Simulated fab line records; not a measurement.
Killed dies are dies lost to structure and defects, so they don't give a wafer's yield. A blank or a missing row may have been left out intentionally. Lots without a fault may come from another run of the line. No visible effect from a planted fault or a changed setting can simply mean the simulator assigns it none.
Which tool is to blame?    flow gf180mcu    Sampling: 13 lots, 39 wafers, 4 of 602 route steps

== WHAT EACH GAUGE READ, for each wafer ==
GF_V4_THK_MEAS_03. Usual: V4_CVD_02_THK typically reads 849 nm, with standard deviation 11.
lot   measured      on            V4_CVD_02_THK (nm)  flag
L568  day 23 19:41  filmMetro-04  865 857 872         
L569  day 24 06:45  filmMetro-04  861 843 846         
L571  day 24 20:41  filmMetro-01  839 847 848         
L572  day 25 01:52  filmMetro-03  853 852 867         
L573  day 25 11:07  filmMetro-04  845 867 857         
L574  day 25 17:31  filmMetro-04  838 845 863         
L580  day 27 12:01  filmMetro-04  848 844 851         
L582  day 28 05:44  filmMetro-04  832 851 864         
L583  day 28 09:10  filmMetro-03  839 842 858         
L584  day 28 16:01  filmMetro-03  839 833 838         
L588  day 29 19:56  filmMetro-03  866 857 845         
L589  day 30 02:01  filmMetro-01  818 839 840         
L591  day 30 15:26  filmMetro-01  858 852 880         

GF_V4_OVL_MEAS_15. Usual: V4_OVL typically reads -2 nm, with standard deviation 5.5.
lot   measured      on          V4_OVL (nm)  flag
L568  day 24 18:30  overlay-01  -6 2 3       
L569  day 25 05:11  overlay-02  0 5 -1       
L571  day 25 18:38  overlay-02  8 5 7        
L572  day 25 23:48  overlay-01  3 1 8        
L573  day 26 08:43  overlay-01  0 2 1        
L574  day 26 15:14  overlay-02  8 2 4        
L580  day 28 08:53  overlay-01  -1 1 2       
L582  day 29 01:40  overlay-01  -1 8 7       
L583  day 29 04:54  overlay-02  -8 -13 -7    
L584  day 29 11:44  overlay-01  -1 1 -10     
L588  day 30 14:55  overlay-01  -2 -4 -1     
L589  day 30 19:59  overlay-01  -2 2 2       
L591  day 31 09:29  overlay-01  0 -4 -4      

== TOOL THAT RAN EACH LOT (tool first, then ch and the chambers of the sampled wafers, then the start) ==
lot   GF_M4_STRIP_17                       GF_V4_CMP_04
L568  plasmaAsher-02 ch 0,1, day 23 18:55  cmp-01 ch 0,2, day 23 19:47
L569  plasmaAsher-02 ch 0,1, day 24 05:59  cmp-01 ch 0,1,2, day 24 06:49
L571  plasmaAsher-01 ch 0,1, day 24 19:56  cmp-02 ch 2,3, day 24 20:44
L572  plasmaAsher-02 ch 0,1, day 25 01:07  cmp-01 ch 0,1,3, day 25 01:55
L573  plasmaAsher-03 ch 0,1, day 25 10:24  cmp-01 ch 1,2,3, day 25 11:16
L574  plasmaAsher-01 ch 0,1, day 25 16:46  cmp-02 ch 1,3, day 25 17:34
L580  plasmaAsher-03 ch 1, day 27 11:14    cmp-01 ch 0,1,3, day 27 12:11
L582  plasmaAsher-01 ch 0,1, day 28 05:01  cmp-01 ch 1,2,3, day 28 05:49
L583  plasmaAsher-02 ch 0,1, day 28 08:05  cmp-01 ch 1,3, day 28 09:13
L584  plasmaAsher-02 ch 0,1, day 28 15:17  cmp-02 ch 0,1,3, day 28 16:07
L588  plasmaAsher-02 ch 0,1, day 29 19:13  cmp-02 ch 0,2,3, day 29 20:04
L589  plasmaAsher-01 ch 1, day 30 01:17    cmp-02 ch 1,3, day 30 02:07
L591  plasmaAsher-02 ch 0,1, day 30 14:41  cmp-02 ch 0,2,3, day 30 15:29
- GF_M4_STRIP_17: strips in O2/N2.
- GF_V4_CMP_04: polishes SiO2.

== WHAT THE TOOLS THEMSELVES READ (means of the sampled wafers that have a number; where no wafer has one, the mark that the record gives instead) ==
GF_M4_STRIP_17. Usual: drypumpMotorCurrentA 5.8 A, standard deviation 0.54; heaterPowerW 345 W, standard deviation 37; oesProductAu 0.557 a.u., standard deviation 0.0052; stripTimeToEndpointS 7.86 s, standard deviation 0.033.
lot   tool            drypumpMotorCurrentA (A)  heaterPowerW (W)  oesProductAu (a.u.)  stripTimeToEndpointS (s)  flag
L568  plasmaAsher-02  5.8                       369               0.558                7.86                      
L569  plasmaAsher-02  5.8                       371               0.555                7.86                      
L571  plasmaAsher-01  6.3                       291               0.558                7.84                      
L572  plasmaAsher-02  5.5                       358               0.563                7.91                      
L573  plasmaAsher-03  5.5                       332               0.551                7.85                      
L574  plasmaAsher-01  6.1                       335               0.556                7.83                      
L580  plasmaAsher-03  5.9                       335               0.552                7.85                      
L582  plasmaAsher-01  6.3                       295               0.560                7.88                      
L583  plasmaAsher-02  5.8                       368               0.557                7.88                      
L584  plasmaAsher-02  5.5                       364               0.559                7.89                      
L588  plasmaAsher-02  5.8                       365               0.552                7.82                      
L589  plasmaAsher-01  5.8                       369               0.557                7.82                      
L591  plasmaAsher-02  5.8                       363               0.554                7.84                      

GF_V4_CMP_04. Usual: motorCurrentA 12.1 A, standard deviation 0.93; slurryFilterDpKPa 13.51 kPa, standard deviation 0.14; timeToEndpointS 81 s, standard deviation 5.4.
lot   tool    motorCurrentA (A)  slurryFilterDpKPa (kPa)  timeToEndpointS (s)  flag
L568  cmp-01  11.9               13.50                    88                   
L569  cmp-01  12.2               13.35                    82                   
L571  cmp-02  11.8               13.63                    84                   
L572  cmp-01  11.8               13.35                    85                   
L573  cmp-01  13.0               13.44                    81                   
L574  cmp-02  12.0               13.41                    83                   
L580  cmp-01  11.7               13.55                    44                   OFF
L582  cmp-01  12.5               13.63                    43                   OFF
L583  cmp-01  12.6               13.44                    44                   OFF
L584  cmp-02  11.9               13.52                    75                   
L588  cmp-02  12.0               13.42                    84                   
L589  cmp-02  12.0               13.58                    74                   
L591  cmp-02  11.8               13.59                    84                   

== THE ANSWER, worked out from the rows above alone ==
Rule: lot off if the mean of its wafers having a number is beyond 3 standard deviations from the usual mean. A lot without any number at a reading at which 4 lots or more have one is off too. Where the step has rows for the other lots, those lots are counted as sound. Order of review: gauges by route order, followed by the tools' own readings, for which a lot's mean as printed above is used. At the first step where some lot is off, the reading lying furthest off is the one used; lots without a number count as furthest.
Off: L580, L582, L583 (GF_V4_CMP_04, timeToEndpointS).
A tool fits if, at that step or a process step before it, it ran every lot that is off, and no sound lot after the first of them. One fits: GF_V4_CMP_04 on cmp-01. A fault onset in the window from L573 (day 25 11:16, its last sound lot) to L580 (day 27 12:11, its first lot off) fits.
The tool's own readings at GF_V4_CMP_04 bear it out: on the lots that are off they differ by more than 5 times the standard deviation of the sound lots' means. timeToEndpointS reads 44 s there against 82 s on the sound lots.

== WHAT HAD BEEN PUT IN BY THE SIMULATOR ==
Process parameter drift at GF_V4_CMP_04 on cmp-01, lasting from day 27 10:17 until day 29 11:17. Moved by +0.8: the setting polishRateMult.
Struck lots among those shown: L580, L582, L583. The same result came from the rule above.
